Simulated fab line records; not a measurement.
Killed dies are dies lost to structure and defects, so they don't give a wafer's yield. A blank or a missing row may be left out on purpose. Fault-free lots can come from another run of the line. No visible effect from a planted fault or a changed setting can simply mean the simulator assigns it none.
Matching of chambers | flow sky130 | 4 sister chambers for SKY_LI_CONTACT_ETCH_15 on rie diel-03
The step etches PSG in C4F8/O2/Ar, stops on Si, target depth 600 nm. 8 wafers are shown with their chamber, then 7 later ones without.

WAFERS, EACH WITH ITS CHAMBER
wafer  | chamber | rf fwd power W (W) | oes product au (a.u.)
L074.4 | 1       | 1488               | 0.835
L075.4 | 3       | 1487               | 0.833
L076.2 | 1       | 1495               | 0.838
L078.1 | 0       | 1491               | 0.843
L078.4 | 2       | 1490               | 0.841
L078.6 | 3       | 1495               | 0.838
L088.2 | 2       | 1492               | 0.839
L088.5 | 0       | 1497               | 0.837

WAFERS WITHOUT THEIR CHAMBER
wafer  | rf fwd power W (W) | oes product au (a.u.)
L088.6 | 1486               | 0.832
L091.1 | 1499               | 0.833
L091.2 | 1485               | 0.838
L091.5 | 1492               | 0.839
L093.1 | 1497               | 0.841
L093.3 | 1488               | 0.830
L093.4 | 1492               | 0.828

WHICH CHAMBER EACH WENT THROUGH
wafer  | from the rows above               | in truth
L088.6 | can't be placed: 3 or 1 or 2 or 0 | 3
L091.1 | can't be placed: 3 or 1 or 0 or 2 | 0
L091.2 | can't be placed: 2 or 1 or 3 or 0 | 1
L091.5 | can't be placed: 2 or 0 or 1 or 3 | 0
L093.1 | can't be placed: 0 or 2 or 1 or 3 | 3
L093.3 | can't be placed: 3 or 1 or 2 or 0 | 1
L093.4 | can't be placed: 3 or 1 or 2 or 0 | 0
0 of 7 placed correctly. From these rows, 7 cannot be placed; in 7 the true chamber is one of the candidates. Placed wrongly: 0.
How it was worked out, from the rows above alone: a wafer's distance from a chamber is the root of the sum, over the readings, of the square of ((its reading less the chamber's mean) divided by the reading's scatter). If the next closest chamber is less than 2 further off than the closest, the wafer can't be placed; otherwise it belongs to the closest. Each chamber's mean is taken over the wafers shown for it. The scatter is the square root of a quotient: the sum, over the shown wafers, of each reading's squared deviation from its chamber's mean, divided by wafers minus chambers.
